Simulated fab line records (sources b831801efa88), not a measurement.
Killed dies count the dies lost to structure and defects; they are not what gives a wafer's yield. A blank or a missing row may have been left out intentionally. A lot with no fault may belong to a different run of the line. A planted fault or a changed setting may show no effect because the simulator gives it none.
fab line records	flow sky130	part 1 of 2: steps 1 to 30 of 41
[record] lots = 5	wafers = 15	lastDay = 50
route steps=708 shown CAPM@550 METAL3@555 VIA3@573
lots that met no fault: from a run of the same line without faults
startH: hours from the record's opening day to when the first of the lot's shown wafers began	waitH: how many hours have passed since the lot's step before this one	" as in the row above	L1.1+2: a row that stands for several wafers	- either no value or no given start	* or withheld: withheld	< > ~ a bound
route shown NAME@n: names a module that has steps shown in the file, with the first one's number in the route	usual: mean/standard deviation of fault-free wafers	same: alike in all rows	chamber/n: place in a boat	sites: readings site by site	_std_site: standard deviation across them	_edge_site: outer sites' mean less inner sites'	radiusMm: for every site, how far away it sits from the centre of the wafer	mask NAME#n: copy n	behind: the most recent tool/chamber to have shaped the wafer	hold: what put the lot on hold/how long, in hours/how the hold closed	device: names the non-switching transistor (n, p or np)	end of line: the route-end tests of the same wafers	a step with no rows: only its recipe	killed: not the wafer's yield, but the dies lost to structure and defects at the first sort	map: a wafer's dies, x killed, . not, _ none there
set.NAME: the setting that was run; set.NAME@STEP: the one run at that earlier step	model.NAME: the simulator's own value behind a step, which no gauge read
lots at some steps of the route; a table a step, a row a wafer
services: when a tool's chamber went out of use (startH, in hours from the record's first day, below 0 if earlier), for how many hours, and the reason
[[steps]]
[step SKY_CAPM_METAL_ETCH_13]
[recipe] targetDepthNm = 220	stopOn = SiO2	chemistry = Cl2/BCl3	target = TiN	pressureMtorr = 10	icpW = 900	biasW = 48.5	Cl2_flow_sccm = 60	bcl3FlowSccm = 30	timeS = 62.9
[usual] drypumpMotorCurrentA = 5.9/0.4	oesProductAu = 0.942/0.0092	throttleValvePct = 21.901/0.0086
lot.wafer	tool	chamber	startH	waitH	drypumpMotorCurrentA	oesProductAu	rfHoursCounterH	throttleValvePct
L075.2	rieMetal-04	0	885.77	0.0	6.8	0.935	2	21.900
L075.3	"	1	"	"	5.6	0.939	-	21.894
L075.5	"	0	"	"	6.8	0.951	-	21.902
L079.3	rieMetal-01	0	918.16	0.0	6.0	0.940	-	21.893
L079.5	"	0	"	"	6.0	0.948	-	21.892
L079.6	"	1	"	"	5.6	0.947	-	21.908
L089.1	rieMetal-02	1	992.94	0.0	5.5	0.932	19	21.908
L089.2	"	0	"	"	5.9	0.928	6	21.898
L089.6	"	1	"	"	5.5	0.943	-	21.905
L096.2	rieMetal-04	1	1041.33	0.0	5.6	0.933	13	21.901
L096.3	"	1	"	"	5.6	0.928	-	21.922
L096.4	"	0	"	"	6.8	0.914	-	21.917
L097.1	rieMetal-02	1	1047.48	0.0	5.4	0.946	22	21.907
L097.2	"	0	"	"	5.8	0.935	9	21.903
L097.6	"	1	"	"	5.5	0.947	-	21.900
[step SKY_CAPM_STRIP_14]
[recipe] chemistry = O2/N2	powerW = 1400	pressureMtorr = 1500	platenTempC = withheld	o2FlowSccm = 3000	n2FlowSccm = 300	overashFraction = 0.5
[usual] drypumpMotorCurrentA = 6.11/0.2	oesProductAu = 0.711/0.0051	stripTimeToEndpointS = 12.66/0.043
[same] overashFraction = 0.5
lot.wafer	tool	chamber	startH	waitH	drypumpMotorCurrentA	oesProductAu	rfHoursCounterH	stripTimeToEndpointS
L075.2	plasmaAsher-02	1	885.84	0.1	6.32	0.721	110	12.65
L075.3	"	1	"	"	6.32	0.711	-	12.61
L075.5	"	1	"	"	6.28	0.708	-	12.67
L079.3	plasmaAsher-02	0	918.25	0.1	6.11	0.718	-	12.60
L079.5	"	0	"	"	6.06	0.716	-	12.64
L079.6	"	1	"	"	6.33	0.713	-	12.59
L089.1	plasmaAsher-02	0	993.02	0.1	6.04	0.704	121	12.57
L089.2	"	1	"	"	6.30	0.712	121	12.63
L089.6	"	0	"	"	6.08	0.712	-	12.63
L096.2	plasmaAsher-02	0	1041.40	0.1	6.09	0.714	126	12.59
L096.3	"	0	"	"	6.07	0.717	-	12.60
L096.4	"	1	"	"	6.30	0.711	-	12.64
L097.1	plasmaAsher-03	1	1047.55	0.1	6.18	0.709	91	12.71
L097.2	"	0	"	"	5.72	0.708	91	12.72
L097.6	"	1	"	"	6.20	0.705	-	12.68
[step SKY_CAPM_STRIP_15]
[recipe] chemistry = postEtchResidueRemover	timeS = 1200	tempC = 72.5
lot.wafer	tool	chamber	startH	waitH
L075.2+3+5	wetBench-04	3	885.94	0.1
L079.3+5+6	wetBench-04	3	918.32	0.0
L089.1+2+6	wetBench-04	1	993.12	0.1
L096.2+3+4	wetBench-01	3	1041.50	0.1
L097.1+2+6	wetBench-04	3	1047.65	0.1
[step SKY_CAPM_CLEAN_16]
[recipe] chemistry = IPA	timeS = 180	tempC = 25
lot.wafer	tool	chamber	startH	waitH
L075.2+3+5	wetBench-01	0	886.29	0.0
L079.3+5+6	wetBench-04	1	918.66	0.0
L089.1+2+6	wetBench-02	1	993.46	0.0
L096.2+3+4	wetBench-04	0	1042.25	0.0
L097.1+2+6	wetBench-01	0	1048.00	0.0
[step SKY_CAPM_CLEAN_17]
[recipe] chemistry = O3/DIW	dry = n2Spin
lot.wafer	tool	chamber	startH	waitH
L075.2+3+5	wetBench-04	1	886.40	0.0
L079.3+5+6	wetBench-04	0	918.72	0.0
L089.1+2+6	wetBench-02	0	993.69	0.0
L096.2+3+4	wetBench-02	2	1042.31	0.0
L097.1+2+6	wetBench-04	1	1048.11	0.0
[step SKY_METAL3_DEHYDRATE_05]
[recipe] tempC = 200	timeS = 60
lot.wafer	tool	chamber	startH	waitH
L075.2+3+5	lithoTrack-02	0	898.17	11.7
L079.3+5+6	lithoTrack-03	0	930.78	12.0
L089.1+2+6	lithoTrack-03	0	1005.18	11.1
L096.2+3+4	lithoTrack-03	0	1053.36	11.0
L097.1+2+6	lithoTrack-02	0	1058.09	9.9
[step SKY_METAL3_HMDS_06]
[recipe] primeTimeS = 60	primeTempC = 120
[usual] primeTempC = 119.97/0.15
lot.wafer	tool	chamber	startH	waitH	primeTempC
L075.2	lithoTrack-02	0	898.32	0.1	119.75
L075.3	"	0	"	"	119.90
L075.5	"	0	"	"	119.74
L079.3	lithoTrack-03	0	930.93	0.1	119.91
L079.5	"	0	"	"	119.90
L079.6	"	0	"	"	120.18
L089.1	lithoTrack-03	0	1005.33	0.1	119.87
L089.2	"	0	"	"	120.09
L089.6	"	0	"	"	119.94
L096.2	lithoTrack-03	0	1053.51	0.1	119.59
L096.3	"	0	"	"	119.94
L096.4	"	0	"	"	119.99
L097.1	lithoTrack-02	0	1058.24	0.1	120.08
L097.2	"	0	"	"	120.05
L097.6	"	0	"	"	120.16
[step SKY_METAL3_COAT_07]
[recipe] resist = BARC	tempC = withheld	timeS = withheld	spinRpm = 3000	resistThkNm = 60
lot.wafer	tool	chamber	startH	waitH
L075.2+3+5	lithoTrack-02	0	898.47	0.1
L079.3+5+6	lithoTrack-03	0	931.08	0.1
L089.1+2+6	lithoTrack-03	0	1005.48	0.1
L096.2+3+4	lithoTrack-03	0	1053.66	0.1
L097.1+2+6	lithoTrack-02	0	1058.39	0.1
[step SKY_METAL3_COAT_08]
[recipe] resist = KrF-thick	spinRpm = 3000	resistThkNm = 1140
lot.wafer	tool	chamber	startH	waitH
L075.2+3+5	lithoTrack-02	0	-	-
L079.3+5+6	lithoTrack-03	0	-	-
L089.1+2+6	lithoTrack-03	0	-	-
L096.2+3+4	lithoTrack-03	0	-	-
L097.1+2+6	lithoTrack-02	0	-	-
[step SKY_METAL3_SOFTBAKE_09]
[recipe] tempC = 100	timeS = 90	resist = KrF-thick
lot.wafer	tool	chamber	startH	waitH
L075.2+3+5	lithoTrack-02	0	-	-
L079.3+5+6	lithoTrack-03	0	-	-
L089.1+2+6	lithoTrack-03	0	-	-
L096.2+3+4	lithoTrack-03	0	-	-
L097.1+2+6	lithoTrack-02	0	-	-
[step SKY_METAL3_EXPOSE_10]
[recipe] maskId = MM3	na = 0.68	sourceShape = annular	sigmaInner = 0.4	sigmaOuter = 0.8	targetCdNm = 300	doseMj = 28
[same] sigmaOuter = 0.8
lot.wafer	tool	chamber	startH	waitH	mask
L075.2+3+5	krfScanner-02	0	-	-	MM3#0
L079.3+5+6	krfScanner-01	0	-	-	MM3#0
L089.1+2+6	krfScanner-02	0	-	-	MM3#0
L096.2+3+4	krfScanner-02	0	-	-	MM3#0
L097.1+2+6	krfScanner-01	0	-	-	MM3#0
[step SKY_METAL3_PEB_11]
[recipe] pebTempC = withheld	pebTimeS = withheld	resist = KrF-thick
lot.wafer	tool	chamber	startH	waitH
L075.2+3+5	lithoTrack-01	0	-	-
L079.3+5+6	lithoTrack-02	0	-	-
L089.1+2+6	lithoTrack-03	0	-	-
L096.2+3+4	lithoTrack-01	0	-	-
L097.1+2+6	lithoTrack-01	0	-	-
[step SKY_METAL3_DEVELOP_12]
[recipe] developTimeS = 60	resist = KrF-thick	devTempC = 21
lot.wafer	tool	chamber	startH	waitH
L075.2+3+5	lithoTrack-01	0	-	-
L079.3+5+6	lithoTrack-02	0	-	-
L089.1+2+6	lithoTrack-03	0	-	-
L096.2+3+4	lithoTrack-01	0	-	-
L097.1+2+6	lithoTrack-01	0	-	-
[step SKY_METAL3_CD_MEAS_13]
[recipe] targetCdNm = 300
[usual] cdNm = 299.7/1.3
lot.wafer	tool	chamber	startH	waitH	cdNm
L075.2	cdSem-02	-	911.22	-	300.4
L075.3	"	-	"	"	300.5
L075.5	"	-	"	"	302.0
L079.3	cdSem-02	-	943.78	-	301.8
L079.5	"	-	"	"	301.6
L079.6	"	-	"	"	300.9
L089.1	cdSem-02	-	1016.58	-	300.6
L089.2	"	-	"	"	300.6
L089.6	"	-	"	"	301.3
L096.2	cdSem-01	-	1063.97	-	300.4
L096.3	"	-	"	"	299.4
L096.4	"	-	"	"	298.7
L097.1	cdSem-01	-	1069.85	-	300.9
L097.2	"	-	"	"	299.0
L097.6	"	-	"	"	299.9
[step SKY_METAL3_OVL_MEAS_14]
[usual] METAL3_OVL = -4/5.6
lot.wafer	tool	chamber	startH	waitH	METAL3_OVL[nm]
L075.2	overlay-02	-	911.33	0.1	8
L075.3	"	-	"	"	-1
L075.5	"	-	"	"	2
L079.3	overlay-02	-	943.87	0.1	1
L079.5	"	-	"	"	0
L079.6	"	-	"	"	1
L089.1	overlay-02	-	1016.70	0.1	-1
L089.2	"	-	"	"	-8
L089.6	"	-	"	"	-5
L096.2	overlay-01	-	1064.08	0.1	-5
L096.3	"	-	"	"	-1
L096.4	"	-	"	"	-9
L097.1	overlay-01	-	1069.97	0.1	-1
L097.2	"	-	"	"	-1
L097.6	"	-	"	"	5
[step SKY_METAL3_DESCUM_15]
[recipe] chemistry = O2	sourcePowerW = 150	biasPowerW = 0	pressureMtorr = 10	tempC = 40	timeS = 8
[usual] drypumpMotorCurrentA = 5.8/0.4	oesProductAu = 0.994/0.012
lot.wafer	tool	chamber	startH	waitH	drypumpMotorCurrentA	oesProductAu	rfHoursCounterH
L075.2	rieMetal-01	1	911.36	0.0	5.6	1.004	0
L075.3	"	1	"	"	5.6	1.005	-
L075.5	"	1	"	"	5.6	1.005	-
L079.3	rieMetal-01	0	943.91	0.0	6.1	0.987	-
L079.5	"	1	"	"	5.6	1.006	-
L079.6	"	0	"	"	6.1	0.991	-
L089.1	rieMetal-04	1	1016.74	0.0	5.6	1.005	12
L089.2	"	0	"	"	6.8	0.993	8
L089.6	"	0	"	"	6.8	0.999	-
L096.2	rieMetal-03	1	1064.11	0.0	5.4	0.976	16
L096.3	"	0	"	"	5.6	1.005	-
L096.4	"	1	"	"	5.4	0.970	-
L097.1	rieMetal-01	1	1070.01	0.0	5.6	0.994	9
L097.2	"	0	"	"	6.1	0.979	16
L097.6	"	0	"	"	6.1	0.980	-
[step SKY_METAL3_ETCH_16]
[recipe] chemistry = N2/H2	target = BARC	ionEnergyEv = 200	biasW = 100	pressureMtorr = 30	n2FlowSccm = 100	h2FlowSccm = 200	icpW = 500	stopOn = SiO2	timeS = 88.2	targetDepthA = 600
[usual] drypumpMotorCurrentA = 5.8/0.39	oesProductAu = 0.626/0.0048	throttleValvePct = 13.205/0.0093
lot.wafer	tool	chamber	startH	waitH	drypumpMotorCurrentA	oesProductAu	rfHoursCounterH	throttleValvePct
L075.2	rieMetal-01	1	911.39	0.0	5.6	0.629	0	13.189
L075.3	"	1	"	"	5.6	0.616	-	13.191
L075.5	"	1	"	"	5.6	0.618	-	13.202
L079.3	rieMetal-01	0	943.96	0.0	6.0	0.626	-	13.191
L079.5	"	1	"	"	5.6	0.621	-	13.205
L079.6	"	0	"	"	6.1	0.620	-	13.200
L089.1	rieMetal-04	1	1016.77	0.0	5.6	0.623	12	13.203
L089.2	"	0	"	"	6.8	0.626	8	13.226
L089.6	"	0	"	"	6.8	0.629	-	13.203
L096.2	rieMetal-03	1	1064.14	0.0	5.5	0.634	16	13.199
L096.3	"	0	"	"	5.6	0.617	-	13.198
L096.4	"	1	"	"	5.5	0.639	-	13.207
L097.1	rieMetal-01	1	1070.04	0.0	5.6	0.623	9	13.206
L097.2	"	0	"	"	6.1	0.627	16	13.198
L097.6	"	0	"	"	6.1	0.633	-	13.206
[step SKY_METAL3_ETCH_17]
[recipe] target = SiO2	stopOn = TiN	chemistry = C4F8/O2/Ar	sourceW = 1500	biasW = 1200	pressureMtorr = 40	c4f8FlowSccm = withheld	O2_flow_sccm = 6	Ar_flow_sccm = 300	timeS = 3.9	targetDepthA = 150
[usual] oesProductAu = 0.754/0.0086
lot.wafer	tool	chamber	startH	waitH	oesProductAu
L075.2	rieDiel-01	3	911.49	0.1	0.755
L075.3	"	1	"	"	0.750
L075.5	"	2	"	"	0.753
L079.3	rieDiel-02	3	944.03	0.0	0.754
L079.5	"	1	"	"	0.769
L079.6	"	2	"	"	0.769
L089.1	rieDiel-04	1	1016.87	0.1	0.754
L089.2	"	0	"	"	0.755
L089.6	"	2	"	"	0.750
L096.2	rieDiel-02	3	1064.24	0.1	0.738
L096.3	"	0	"	"	0.752
L096.4	"	1	"	"	0.752
L097.1	rieDiel-01	1	1070.14	0.1	0.729
L097.2	"	2	"	"	0.740
L097.6	"	1	"	"	0.737
[step SKY_METAL3_METAL_ETCH_18]
[recipe] targetDepthA = 8450	stopOn = SiO2	overEtchFrac = 0.3	timeS = 183.1	chemistry = Cl2/BCl3	resistSidewallDeg = 88	pressureMtorr = 10	icpW = 900	biasW = 48.5	Cl2_flow_sccm = 60	bcl3FlowSccm = 30
[usual] drypumpMotorCurrentA = 5.9/0.48	oesProductAu = 0.864/0.0064	throttleValvePct = 22.264/0.0084
lot.wafer	tool	chamber	startH	waitH	drypumpMotorCurrentA	oesProductAu	rfHoursCounterH	throttleValvePct
L075.2	rieMetal-03	0	911.51	0.0	5.6	0.876	3	22.266
L075.3	"	0	"	"	5.6	0.872	-	22.275
L075.5	"	0	"	"	5.6	0.871	-	22.261
L079.3	rieMetal-04	1	944.10	0.1	5.7	0.880	-	22.253
L079.5	"	0	"	"	6.8	0.869	-	22.282
L079.6	"	1	"	"	5.6	0.872	-	22.247
L089.1	rieMetal-01	0	1016.89	0.0	6.1	0.863	13	22.255
L089.2	"	1	"	"	5.6	0.868	6	22.256
L089.6	"	0	"	"	6.1	0.862	-	22.249
L096.2	rieMetal-04	1	1064.26	0.0	5.6	0.874	15	22.276
L096.3	"	0	"	"	6.8	0.861	-	22.259
L096.4	"	1	"	"	5.6	0.870	-	22.265
L097.1	rieMetal-04	1	1070.16	0.0	5.6	0.859	15	22.268
L097.2	"	0	"	"	6.8	0.868	12	22.252
L097.6	"	0	"	"	6.8	0.877	-	22.264
[step SKY_METAL3_STRIP_19]
[recipe] chemistry = O2/N2	powerW = 1400	pressureMtorr = 1500	platenTempC = withheld	o2FlowSccm = 3000	n2FlowSccm = 300	overashFraction = 0.5
[usual] drypumpMotorCurrentA = 5.96/0.28	oesProductAu = 0.504/0.0061	stripTimeToEndpointS = 6.59/0.094
[same] overashFraction = 0.5
lot.wafer	tool	chamber	startH	waitH	drypumpMotorCurrentA	oesProductAu	rfHoursCounterH	stripTimeToEndpointS
L075.2	plasmaAsher-01	0	911.68	0.1	5.83	0.499	16	6.58
L075.3	"	1	"	"	5.48	0.504	-	6.62
L075.5	"	1	"	"	5.50	0.511	-	6.62
L079.3	plasmaAsher-02	1	944.26	0.1	6.33	0.498	-	6.42
L079.5	"	1	"	"	6.38	0.506	-	6.67
L079.6	"	0	"	"	6.03	0.497	-	6.39
L089.1	plasmaAsher-03	0	1017.06	0.1	5.71	0.518	88	6.78
L089.2	"	1	"	"	6.18	0.497	88	6.51
L089.6	"	1	"	"	6.18	0.511	-	6.72
L096.2	plasmaAsher-02	0	1064.44	0.1	6.05	0.506	0	6.53
L096.3	"	1	"	"	6.30	0.503	-	6.73
L096.4	"	0	"	"	6.05	0.504	-	6.49
L097.1	plasmaAsher-03	1	1070.34	0.1	6.20	0.502	93	6.49
L097.2	"	0	"	"	5.71	0.510	93	6.62
L097.6	"	1	"	"	6.18	0.517	-	6.63
[step SKY_METAL3_STRIP_20]
[recipe] chemistry = postEtchResidueRemover	timeS = 1200	tempC = 72.5
lot.wafer	tool	chamber	startH	waitH
L075.2+3+5	wetBench-03	3	911.78	0.1
L079.3+5+6	wetBench-01	0	944.32	0.0
L089.1+2+6	wetBench-03	3	1017.16	0.1
L096.2+3+4	wetBench-04	0	1064.54	0.1
L097.1+2+6	wetBench-03	1	1070.44	0.1
[step SKY_METAL3_CLEAN_21]
[recipe] chemistry = IPA	timeS = 180	tempC = 25
lot.wafer	tool	chamber	startH	waitH
L075.2+3+5	wetBench-03	3	912.13	0.0
L079.3+5+6	wetBench-04	3	944.70	0.0
L089.1+2+6	wetBench-01	3	1017.51	0.0
L096.2+3+4	wetBench-03	1	1064.88	0.0
L097.1+2+6	wetBench-04	1	1070.78	0.0
[step SKY_METAL3_CLEAN_22]
[recipe] chemistry = O3/DIW	dry = n2Spin
lot.wafer	tool	chamber	startH	waitH
L075.2+3+5	wetBench-03	0	912.18	0.0
L079.3+5+6	wetBench-03	1	944.75	0.0
L089.1+2+6	wetBench-04	0	1017.57	0.0
L096.2+3+4	wetBench-04	1	1064.99	0.0
L097.1+2+6	wetBench-03	3	1070.84	0.0
[step SKY_VIA3_HDPCVD_00]
[recipe] material = SiO2	targetThkNm = 1635	sigmaOpenFrac = 0.3	timeS = 272.5	tempC = 400	sih4FlowSccm = 60	pressureMtorr = 6
lot.wafer	tool	chamber	startH	waitH
L075.2+3+5	hdpcvd-01	2,0,2	912.28	0.0
L079.3+5+6	hdpcvd-02	2,2,0	944.93	0.1
L089.1+2+6	hdpcvd-01	0,2,2	1017.66	0.0
L096.2+3+4	hdpcvd-01	1,0,1	1065.09	0.0
L097.1+2+6	hdpcvd-01	1,0,2	1070.93	0.0
[step SKY_VIA3_THK_MEAS_01]
[recipe] reads = SiO2_of_VIA3_HDPCVD_00
[usual] VIA3_HDPCVD_THK = 1624/18
lot.wafer	tool	chamber	startH	waitH	VIA3_HDPCVD_THK[nm]
L075.2	filmMetro-01	-	912.45	0.1	1630
L075.3	"	-	"	"	1634
L075.5	"	-	"	"	1619
L079.3	filmMetro-03	-	945.12	0.1	1639
L079.5	"	-	"	"	1616
L079.6	"	-	"	"	1619
L089.1	filmMetro-03	-	1017.83	0.1	1662
L089.2	"	-	"	"	1624
L089.6	"	-	"	"	1624
L096.2	filmMetro-01	-	1065.26	0.1	1597
L096.3	"	-	"	"	1613
L096.4	"	-	"	"	1591
L097.1	filmMetro-02	-	1071.10	0.1	1580
L097.2	"	-	"	"	1630
L097.6	"	-	"	"	1604
[step SKY_VIA3_CMP_02]
[recipe] material = SiO2	downForcePsi = 4	platenRpm = 60	padVelocityMS = 0.94248
[usual] motorCurrentA = 12.8/0.73	retainingRingPressureFrac = 0.999/0.0052
lot.wafer	tool	chamber	startH	waitH	motorCurrentA	retainingRingPressureFrac
L075.3	cmp-01	1	912.55	0.1	12.9	1.004
L075.2	"	3	"	"	12.1	0.993
L075.5	"	1	"	"	13.3	1.004
L079.3	cmp-02	0	945.26	0.1	13.8	1.006
L079.5	"	2	"	"	11.8	0.996
L079.6	"	3	"	"	12.0	1.003
L089.1	cmp-01	0	1017.89	0.1	12.8	0.993
L089.2	"	3	"	"	12.7	1.004
L089.6	"	1	"	"	12.6	0.995
L096.4	cmp-01	3	1065.31	0.0	12.6	0.990
L096.2	"	0	"	"	13.2	0.998
L096.3	"	2	"	"	13.9	1.002
L097.2	cmp-02	3	1071.26	0.1	13.1	0.998
L097.1	"	0	"	"	13.7	0.985
L097.6	"	2	"	"	11.3	1.014
[step SKY_VIA3_BOW_MEAS_03]
[recipe] mode = bow
[usual] VIA3_BOW = 78/7.1
lot.wafer	tool	chamber	startH	waitH	VIA3_BOW[um]
L075.2	filmMetro-01	-	912.87	0.2	84
L075.3	"	-	"	"	85
L075.5	"	-	"	"	83
L079.3	filmMetro-03	-	945.50	0.2	88
L079.5	"	-	"	"	82
L079.6	"	-	"	"	83
L089.1	filmMetro-03	-	1018.19	0.2	80
L089.2	"	-	"	"	79
L089.6	"	-	"	"	74
L096.2	filmMetro-01	-	1065.63	0.2	78
L096.3	"	-	"	"	81
L096.4	"	-	"	"	75
L097.1	filmMetro-01	-	1071.46	0.1	70
L097.2	"	-	"	"	80
L097.6	"	-	"	"	76
[step SKY_VIA3_DEHYDRATE_04]
[recipe] tempC = 200	timeS = 60
lot.wafer	tool	chamber	startH	waitH
L075.2+3+5	lithoTrack-03	0	924.61	11.7
L079.3+5+6	lithoTrack-04	0	957.74	12.2
L089.1+2+6	lithoTrack-03	0	1029.48	11.3
L096.2+3+4	lithoTrack-04	0	1075.97	10.3
L097.1+2+6	lithoTrack-03	0	1081.13	9.7
[step SKY_VIA3_HMDS_05]
[recipe] primeTimeS = 60	primeTempC = 120
[usual] primeTempC = 120.00/0.12
lot.wafer	tool	chamber	startH	waitH	primeTempC
L075.2	lithoTrack-03	0	924.76	0.1	119.89
L075.3	"	0	"	"	119.99
L075.5	"	0	"	"	119.96
L079.3	lithoTrack-04	0	957.89	0.1	120.04
L079.5	"	0	"	"	120.05
L079.6	"	0	"	"	119.92
L089.1	lithoTrack-03	0	1029.63	0.1	120.14
L089.2	"	0	"	"	120.10
L089.6	"	0	"	"	120.12
L096.2	lithoTrack-04	0	1076.12	0.1	119.98
L096.3	"	0	"	"	119.91
L096.4	"	0	"	"	120.10
L097.1	lithoTrack-03	0	1081.28	0.1	120.08
L097.2	"	0	"	"	119.92
L097.6	"	0	"	"	120.15
[step SKY_VIA3_COAT_06]
[recipe] resist = BARC	tempC = withheld	timeS = withheld	spinRpm = 3000	resistThkNm = 60
lot.wafer	tool	chamber	startH	waitH
L075.2+3+5	lithoTrack-03	0	924.91	0.1
L079.3+5+6	lithoTrack-04	0	958.04	0.1
L089.1+2+6	lithoTrack-03	0	1029.78	0.1
L096.2+3+4	lithoTrack-04	0	1076.27	0.1
L097.1+2+6	lithoTrack-03	0	1081.43	0.1
